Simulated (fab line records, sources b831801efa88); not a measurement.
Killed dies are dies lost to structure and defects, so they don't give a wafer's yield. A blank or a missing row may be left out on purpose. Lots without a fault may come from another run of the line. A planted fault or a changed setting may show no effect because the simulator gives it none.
Which tool did it? | flow sky130 | 24 lots, 72 wafers sampled, at 6 steps of a route of 708

WHAT THE GAUGES READ, wafer by wafer
SKY_VIA2_OVL_MEAS_13.
lot  | measured     | on         | VIA2_OVL (nm)
L074 | day 35 21:16 | overlay-01 | 4 4 6
L075 | day 37 02:07 | overlay-02 | 6 5 1
L076 | day 37 16:13 | overlay-02 | 4 -1 6
L077 | day 38 01:22 | overlay-02 | -2 -7 -4
L079 | day 38 18:01 | overlay-01 | 3 13 9
L078 | day 38 16:22 | overlay-02 | 7 -13 1
L081 | day 38 19:55 | overlay-01 | 7 6 0
L080 | day 38 20:39 | overlay-01 | -8 6 2
L083 | day 38 22:31 | overlay-01 | -8 -7 -7
L082 | day 39 01:37 | overlay-01 | -6 0 -2
L084 | day 39 16:22 | overlay-02 | -9 -6 -1
L085 | day 39 18:01 | overlay-01 | 0 -2 1
L086 | day 39 23:31 | overlay-01 | 0 -2 3
L087 | day 40 11:28 | overlay-02 | -5 -1 2
L088 | day 40 19:19 | overlay-01 | 0 -1 -3
L089 | day 40 20:28 | overlay-01 | -8 -2 3
L090 | day 41 00:26 | overlay-02 | 0 2 7
L091 | day 41 11:07 | overlay-02 | 9 0 12
L092 | day 42 06:01 | overlay-02 | 6 -11 -9
L093 | day 42 11:40 | overlay-02 | -10 -9 -3
L095 | day 42 16:27 | overlay-02 | -5 5 7
L094 | day 42 20:21 | overlay-02 | -8 7 0
L096 | day 42 21:19 | overlay-02 | -10 -3 -3
L097 | day 43 07:10 | overlay-01 | 1 -7 -5

SKY_CAPM_RS_MEAS_03: measures by four-point-probe.
lot  | measured     | on            | CAPM_TIN_RS (ohm/sq)
L074 | day 35 23:01 | film_metro-02 | 6.69 6.69 6.63
L075 | day 37 03:55 | film_metro-03 | 6.65 6.60 6.59
L076 | day 37 17:59 | film_metro-02 | 6.59 6.56 6.58
L077 | day 38 03:10 | film_metro-02 | 6.51 6.50 6.56
L079 | day 38 19:46 | film_metro-04 | 6.56 6.49 6.53
L078 | day 38 18:10 | film_metro-02 | 6.61 6.53 6.61
L081 | day 38 21:40 | film_metro-02 | 6.54 6.54 6.49
L080 | day 38 22:25 | film_metro-04 | 6.62 6.63 6.52
L083 | day 39 00:16 | film_metro-04 | 6.59 6.58 6.55
L082 | day 39 03:25 | film_metro-02 | 6.65 6.65 6.72
L084 | day 39 18:22 | film_metro-02 | 6.60 6.58 6.58
L085 | day 39 19:48 | film_metro-02 | 6.56 6.49 6.56
L086 | day 40 01:17 | film_metro-03 | 6.63 6.63 6.59
L087 | day 40 13:16 | film_metro-04 | 6.62 6.67 6.63
L088 | day 40 21:07 | film_metro-03 | 6.44 6.50 6.48
L089 | day 40 22:13 | film_metro-04 | 6.46 6.53 6.49
L090 | day 41 02:13 | film_metro-02 | 6.62 6.68 6.72
L091 | day 41 12:53 | film_metro-03 | 6.56 6.58 6.59
L092 | day 42 07:48 | film_metro-03 | 6.49 6.54 6.53
L093 | day 42 13:26 | film_metro-04 | 6.46 6.46 6.47
L095 | day 42 18:13 | film_metro-02 | 6.58 6.56 6.54
L094 | day 42 22:10 | film_metro-02 | 6.53 6.56 6.54
L096 | day 42 23:08 | film_metro-02 | 6.53 6.54 6.60
L097 | day 43 08:56 | film_metro-02 | 6.53 6.56 6.53

WHICH TOOL RAN EACH LOT (tool, then ch and the chambers of the sampled wafers, then the start)
lot  | SKY_LDD_HVN_STRIP_09                 | SKY_CONTACT_CMP_04            | SKY_VIA1_SPUTTER_20          | SKY_METAL2_SPUTTER_02
L074 | plasma_asher-02 ch 0,1, day 19 20:23 | cmp-01 ch 2,3, day 29 23:49   | pvd_sputter-04, day 33 14:10 | pvd_sputter-03, day 33 14:51
L075 | plasma_asher-02 ch 0,1, day 20 12:55 | cmp-01 ch 1,3, day 31 07:02   | pvd_sputter-01, day 34 19:19 | pvd_sputter-02, day 34 20:06
L076 | plasma_asher-04 ch 0,1, day 21 22:10 | cmp-01 ch 2,3, day 31 21:44   | pvd_sputter-01, day 35 10:19 | pvd_sputter-02, day 35 11:00
L077 | plasma_asher-04 ch 0,1, day 22 09:20 | cmp-02 ch 0,1,3, day 32 07:04 | pvd_sputter-04, day 35 19:37 | pvd_sputter-02, day 35 20:21
L079 | plasma_asher-01 ch 0,1, day 23 05:01 | cmp-01 ch 0,2, day 33 02:31   | pvd_sputter-04, day 36 13:16 | pvd_sputter-03, day 36 14:03
L078 | plasma_asher-01 ch 0,1, day 23 05:42 | cmp-01 ch 0,1,3, day 33 00:58 | pvd_sputter-02, day 36 11:14 | pvd_sputter-03, day 36 11:56
L081 | plasma_asher-02 ch 0,1, day 23 07:50 | cmp-02 ch 1,2,3, day 33 04:36 | pvd_sputter-02, day 36 14:47 | pvd_sputter-02, day 36 15:28
L080 | plasma_asher-01 ch 0,1, day 23 09:38 | cmp-01 ch 1,3, day 33 05:32   | pvd_sputter-04, day 36 16:21 | pvd_sputter-03, day 36 17:02
L083 | plasma_asher-01 ch 0,1, day 23 14:11 | cmp-02 ch 1,2,3, day 33 06:12 | pvd_sputter-02, day 36 16:58 | pvd_sputter-01, day 36 17:39
L082 | plasma_asher-01 ch 0,1, day 23 15:17 | cmp-02 ch 0,1, day 33 08:26   | pvd_sputter-01, day 36 20:44 | pvd_sputter-03, day 36 21:25
L084 | plasma_asher-02 ch 0,1, day 24 05:29 | cmp-01 ch 0,2,3, day 33 21:31 | pvd_sputter-02, day 37 10:43 | pvd_sputter-03, day 37 11:24
L085 | plasma_asher-04 ch 0,1, day 24 07:58 | cmp-01 ch 0,1,3, day 34 01:47 | pvd_sputter-04, day 37 12:52 | pvd_sputter-01, day 37 13:38
L086 | plasma_asher-02 ch 0,1, day 24 22:58 | cmp-01 ch 1,2,3, day 34 10:16 | pvd_sputter-04, day 37 19:23 | pvd_sputter-03, day 37 20:04
L087 | plasma_asher-04 ch 0,1, day 25 05:49 | cmp-01 ch 0,1, day 34 21:20   | pvd_sputter-04, day 38 07:29 | pvd_sputter-03, day 38 08:10
L088 | plasma_asher-04 ch 0,1, day 25 17:17 | cmp-01 ch 0,1,2, day 35 05:58 | pvd_sputter-01, day 38 15:07 | pvd_sputter-03, day 38 15:48
L089 | plasma_asher-04 ch 0, day 25 18:16   | cmp-02 ch 0,2, day 35 07:11   | pvd_sputter-04, day 38 16:38 | pvd_sputter-02, day 38 17:19
L090 | plasma_asher-04 ch 0,1, day 25 21:55 | cmp-01 ch 0,1,2, day 35 11:32 | pvd_sputter-02, day 38 21:05 | pvd_sputter-03, day 38 21:44
L091 | plasma_asher-01 ch 0,1, day 26 10:01 | cmp-02 ch 1,2,3, day 35 22:49 | pvd_sputter-01, day 39 07:43 | pvd_sputter-03, day 39 08:23
L092 | plasma_asher-04 ch 0,1, day 27 12:01 | cmp-02 ch 0,1,3, day 36 19:50 | pvd_sputter-04, day 40 03:13 | pvd_sputter-01, day 40 03:54
L093 | plasma_asher-04 ch 0,1, day 27 21:59 | cmp-01 ch 1,3, day 37 03:29   | pvd_sputter-02, day 40 09:50 | pvd_sputter-01, day 40 10:31
L095 | plasma_asher-04 ch 0,1, day 27 23:17 | cmp-02 ch 0,1,2, day 37 07:32 | pvd_sputter-01, day 40 14:16 | pvd_sputter-02, day 40 14:57
L094 | plasma_asher-04 ch 0, day 28 00:29   | cmp-01 ch 0,1,2, day 37 09:56 | pvd_sputter-01, day 40 18:43 | pvd_sputter-01, day 40 19:24
L096 | plasma_asher-04 ch 0,1, day 28 04:34 | cmp-02 ch 0,1,2, day 37 11:46 | pvd_sputter-04, day 40 19:41 | pvd_sputter-02, day 40 20:22
L097 | plasma_asher-04 ch 0,1, day 28 21:20 | cmp-02 ch 0,1,3, day 38 01:14 | pvd_sputter-02, day 41 06:26 | pvd_sputter-01, day 41 07:08
- SKY_LDD_HVN_STRIP_09: strips in O2/N2.
- SKY_CONTACT_CMP_04: polishes SiO2.
- SKY_VIA1_SPUTTER_20: material TiN, target thk 20 nm, time 80 s.
- SKY_METAL2_SPUTTER_02: material AlCu, target thk 250 nm, time 12.9 s.

WHAT THE TOOLS THEMSELVES READ (means of the sampled wafers that have a number; where no wafer has one, the mark that the record gives instead)
SKY_LDD_HVN_STRIP_09.
lot  | tool            | drypump_motor_current_A (A) | oes_product_au (a.u.) | strip_time_to_endpoint_s (s)
L074 | plasma_asher-02 | 5.6                         | 0.413                 | 4.117
L075 | plasma_asher-02 | 5.6                         | 0.404                 | 4.121
L076 | plasma_asher-04 | 5.9                         | 0.408                 | 4.144
L077 | plasma_asher-04 | 5.8                         | 0.407                 | 4.149
L079 | plasma_asher-01 | 5.8                         | 0.410                 | 4.121
L078 | plasma_asher-01 | 5.8                         | 0.407                 | 4.125
L081 | plasma_asher-02 | 5.3                         | 0.408                 | 4.127
L080 | plasma_asher-01 | 5.8                         | 0.405                 | 4.148
L083 | plasma_asher-01 | 5.7                         | 0.407                 | 4.137
L082 | plasma_asher-01 | 5.8                         | 0.404                 | 4.131
L084 | plasma_asher-02 | 5.4                         | 0.408                 | 4.109
L085 | plasma_asher-04 | 5.8                         | 0.409                 | 4.116
L086 | plasma_asher-02 | 5.4                         | 0.408                 | 4.116
L087 | plasma_asher-04 | 5.3                         | 0.408                 | 4.104
L088 | plasma_asher-04 | 5.3                         | 0.407                 | 4.143
L089 | plasma_asher-04 | 6.3                         | 0.409                 | 4.137
L090 | plasma_asher-04 | 5.8                         | 0.407                 | 4.135
L091 | plasma_asher-01 | 5.8                         | 0.408                 | 4.136
L092 | plasma_asher-04 | 5.8                         | 0.408                 | 4.119
L093 | plasma_asher-04 | 5.3                         | 0.407                 | 4.130
L095 | plasma_asher-04 | 5.3                         | 0.412                 | 4.141
L094 | plasma_asher-04 | 6.3                         | 0.408                 | 4.134
L096 | plasma_asher-04 | 5.8                         | 0.406                 | 4.133
L097 | plasma_asher-04 | 5.3                         | 0.412                 | 4.127

SKY_CONTACT_CMP_04.
lot  | tool   | motor_current_A (A) | time_to_endpoint_s (s)
L074 | cmp-01 | 12.9                | 86
L075 | cmp-01 | 12.9                | 85
L076 | cmp-01 | 12.6                | 86
L077 | cmp-02 | 11.8                | 83
L079 | cmp-01 | 12.3                | 81
L078 | cmp-01 | 12.5                | 81
L081 | cmp-02 | 11.5                | 76
L080 | cmp-01 | 13.9                | 80
L083 | cmp-02 | 11.7                | 80
L082 | cmp-02 | 12.0                | 80
L084 | cmp-01 | 12.6                | 86
L085 | cmp-01 | 12.9                | 86
L086 | cmp-01 | 13.3                | 82
L087 | cmp-01 | 12.9                | 78
L088 | cmp-01 | 13.1                | 83
L089 | cmp-02 | 12.9                | 81
L090 | cmp-01 | 12.8                | 84
L091 | cmp-02 | 10.9                | 78
L092 | cmp-02 | 12.2                | 80
L093 | cmp-01 | 13.1                | 82
L095 | cmp-02 | 12.7                | 85
L094 | cmp-01 | 12.7                | 79
L096 | cmp-02 | 12.2                | 83
L097 | cmp-02 | 11.7                | 83

SKY_VIA1_SPUTTER_20.
lot  | tool           | throttle_valve_pct (%)
L074 | pvd_sputter-04 | 29.8
L075 | pvd_sputter-01 | 29.6
L076 | pvd_sputter-01 | 28.7
L077 | pvd_sputter-04 | 30.2
L079 | pvd_sputter-04 | 29.9
L078 | pvd_sputter-02 | 30.2
L081 | pvd_sputter-02 | 30.9
L080 | pvd_sputter-04 | 29.8
L083 | pvd_sputter-02 | 30.4
L082 | pvd_sputter-01 | 29.3
L084 | pvd_sputter-02 | 30.7
L085 | pvd_sputter-04 | 30.3
L086 | pvd_sputter-04 | 29.8
L087 | pvd_sputter-04 | 30.1
L088 | pvd_sputter-01 | 29.2
L089 | pvd_sputter-04 | 29.8
L090 | pvd_sputter-02 | 30.6
L091 | pvd_sputter-01 | 29.6
L092 | pvd_sputter-04 | 30.0
L093 | pvd_sputter-02 | 30.5
L095 | pvd_sputter-01 | 30.3
L094 | pvd_sputter-01 | 28.8
L096 | pvd_sputter-04 | 30.1
L097 | pvd_sputter-02 | 30.9

SKY_METAL2_SPUTTER_02.
lot  | tool           | throttle_valve_pct (%)
L074 | pvd_sputter-03 | 29.0
L075 | pvd_sputter-02 | 30.9
L076 | pvd_sputter-02 | 30.8
L077 | pvd_sputter-02 | 30.3
L079 | pvd_sputter-03 | 28.9
L078 | pvd_sputter-03 | 29.3
L081 | pvd_sputter-02 | 30.7
L080 | pvd_sputter-03 | 29.2
L083 | pvd_sputter-01 | 29.7
L082 | pvd_sputter-03 | 29.5
L084 | pvd_sputter-03 | 28.9
L085 | pvd_sputter-01 | 29.8
L086 | pvd_sputter-03 | 29.9
L087 | pvd_sputter-03 | 30.0
L088 | pvd_sputter-03 | 28.9
L089 | pvd_sputter-02 | 31.1
L090 | pvd_sputter-03 | 29.6
L091 | pvd_sputter-03 | 29.2
L092 | pvd_sputter-01 | 29.8
L093 | pvd_sputter-01 | 29.6
L095 | pvd_sputter-02 | 30.8
L094 | pvd_sputter-01 | 29.3
L096 | pvd_sputter-02 | 31.2
L097 | pvd_sputter-01 | 29.6

THE ANSWER, worked out from the rows above alone
Rule: what is usual is taken from the lots themselves. Put in order of their means at a reading, lots are off if they are a third of the lots or fewer, leave a main group of 4 or more, and stand apart from it by a gap of 3 or more times the standard deviation of the main group's means; of several such gaps the widest counts. A main group whose means are all the same, to the digits that the tables above print for the reading, isn't used. A lot without any number at a reading at which 4 lots or more have one is off too. The other lots that the step has rows for count as sound. The gauges are gone through in route order, then the tools' own readings, and for those a lot's mean is taken as printed above. The first step at which some lot is off is used, and at that step the reading that is off furthest; a lot without a number counts as furthest.
No lot is off at any reading shown: from this, nothing can be told.

WHAT THE SIMULATOR HAD PUT IN
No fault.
